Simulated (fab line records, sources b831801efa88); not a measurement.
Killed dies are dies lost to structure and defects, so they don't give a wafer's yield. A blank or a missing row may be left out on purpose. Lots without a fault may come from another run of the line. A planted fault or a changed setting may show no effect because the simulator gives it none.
Chamber matching | flow gf180mcu | GF_STI_CMP_25 on cmp-01: 4 sister chambers
The step polishes, stops on Si3N4, t overpolish 33 s, target thk 524.6 nm. 18 wafers are shown with their chamber, then 9 later ones without.

WAFERS WITH THEIR CHAMBER
wafer  | chamber | motor_current_A (A) | overpolish_run_s (s) | time_to_endpoint_s (s)
L389.2 | 1       | 13.0                | 33.020               | 124
L389.4 | 3       | 12.1                | 32.995               | 122
L389.5 | 2       | 12.4                | 33.002               | 129
L397.2 | 3       | 12.2                | 32.998               | 122
L397.4 | 1       | 13.3                | 33.005               | 118
L397.6 | 1       | 13.3                | 33.005               | 122
L398.1 | 2       | 12.5                | 32.997               | 123
L398.2 | 3       | 12.2                | 32.988               | 121
L398.4 | 1       | 12.9                | 33.000               | 124
L399.2 | 0       | 11.1                | 32.997               | 119
L399.3 | 1       | 12.6                | 33.008               | 122
L399.6 | 3       | 13.0                | 32.996               | 117
L400.4 | 2       | 13.3                | 33.006               | 122
L400.5 | 0       | 11.0                | 33.006               | 122
L400.6 | 3       | 12.2                | 32.991               | 113
L401.1 | 0       | 10.5                | 32.999               | 117
L401.2 | 1       | 11.9                | 33.013               | 113
L401.6 | 3       | 12.4                | 33.001               | 114

SIGNATURES (means of the wafers above)
reading            | chamber 0 | chamber 1 | chamber 2 | chamber 3 | scatter within a chamber
motor_current_A    | 10.867    | 12.833    | 12.733    | 12.350    | 0.434
overpolish_run_s   | 33.00067  | 33.00850  | 33.00167  | 32.99483  | 0.00564
time_to_endpoint_s | 119.33    | 120.50    | 124.67    | 118.17    | 3.92
Rule: a wafer's distance from a chamber is the root of the sum, over the readings, of the square of ((its reading less the chamber's mean) divided by the reading's scatter). The wafer belongs to the nearest chamber; if the next one is less than 2 further off, it can't be placed. The scatter: the root of (the sum of the squares of (reading less its chamber's mean) over the shown wafers, divided by (wafers less chambers)).

WAFERS WITHOUT THEIR CHAMBER
wafer  | motor_current_A (A) | overpolish_run_s (s) | time_to_endpoint_s (s)
L403.2 | 13.3                | 33.009               | 121
L403.5 | 10.7                | 32.989               | 122
L403.6 | 12.3                | 32.995               | 121
L404.3 | 13.3                | 33.015               | 118
L404.5 | 13.0                | 33.014               | 120
L404.6 | 12.7                | 32.982               | 119
L406.1 | 12.9                | 32.999               | 118
L406.3 | 13.4                | 32.983               | 118
L406.6 | 12.8                | 33.004               | 116

WHICH CHAMBER EACH WENT THROUGH
wafer  | from the rows above          | in truth
L403.2 | can't be placed: 1 or 2      | 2
L403.5 | can't be placed: 0 or 3      | 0
L403.6 | can't be placed: 3 or 2 or 1 | 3
L404.3 | can't be placed: 1 or 2      | 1
L404.5 | can't be placed: 1 or 2      | 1
L404.6 | can't be placed: 3 or 2      | 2
L406.1 | can't be placed: 3 or 2 or 1 | 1
L406.3 | can't be placed: 3 or 2 or 1 | 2
L406.6 | can't be placed: 1 or 3 or 2 | 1
Placed correctly: 0 of 9. Can't be placed from these rows: 9 (the true chamber is among the candidates in 9). Placed wrongly: 0.
